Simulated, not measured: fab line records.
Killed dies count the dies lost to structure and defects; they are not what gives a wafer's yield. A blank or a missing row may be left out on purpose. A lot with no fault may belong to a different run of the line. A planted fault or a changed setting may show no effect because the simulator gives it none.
The tool behind it: which one? | flow sky130 | Sampling: 7 lots, 21 wafers, 2 of 708 route steps

== WHAT EACH GAUGE READ, for each wafer ==
SKY_POLY_GATE_CD_MEAS_22.
lot  | measured     | on       | cdNm (nm)
L734 | day 18 03:19 | cdSem-01 | 145.0 155.1 149.7
L736 | day 18 22:52 | cdSem-01 | 148.3 146.4 152.9
L737 | day 19 06:05 | cdSem-01 | 144.1 144.9 144.1
L742 | day 21 03:53 | cdSem-01 | 146.6 146.0 149.9
L750 | day 23 12:04 | cdSem-02 | 145.2 145.6 144.4
L752 | day 24 06:16 | cdSem-01 | 152.6 150.5 152.1
L754 | day 24 16:59 | cdSem-01 | 148.5 150.3 146.4

== WHAT TOOL EACH LOT RAN ON (gives the tool, then ch and the chambers of the sampled wafers, and finally the start) ==
lot  | SKY_POLY_GATE_ETCH_17
L734 | rieSi-01 ch 1,2,3, day 18 01:46
L736 | rieSi-01 ch 0,2,3, day 18 18:42
L737 | rieSi-01 ch 0,1, day 19 02:13
L742 | rieSi-02 ch 1,3, day 21 01:52
L750 | rieSi-02 ch 0,2,3, day 23 10:31
L752 | rieSi-02 ch 1,2, day 24 04:43
L754 | rieSi-02 ch 1,2, day 24 15:28
- SKY_POLY_GATE_ETCH_17: etches poly-Si in HBr/Cl2, stops on SiO2, target depth 180 nm, time 70.5 s.

== THE ANSWER, worked out from the rows above alone ==
Rule: the lots themselves supply what counts as usual. Put in order of their means at a reading, lots are off if they are a third of the lots or fewer, leave a main group of 4 or more, and stand apart from it by a gap of 3 or more times the standard deviation of the main group's means; of several such gaps the widest counts. Not used: any main group whose means are identical at the precision the tables above print for the reading. A lot without any number at a reading at which 4 lots or more have one is off too. Any other lot the step has rows for is counted as sound.
No lot is off at any reading shown: from this, nothing can be told.

== WHAT THE SIMULATOR HAD INSERTED ==
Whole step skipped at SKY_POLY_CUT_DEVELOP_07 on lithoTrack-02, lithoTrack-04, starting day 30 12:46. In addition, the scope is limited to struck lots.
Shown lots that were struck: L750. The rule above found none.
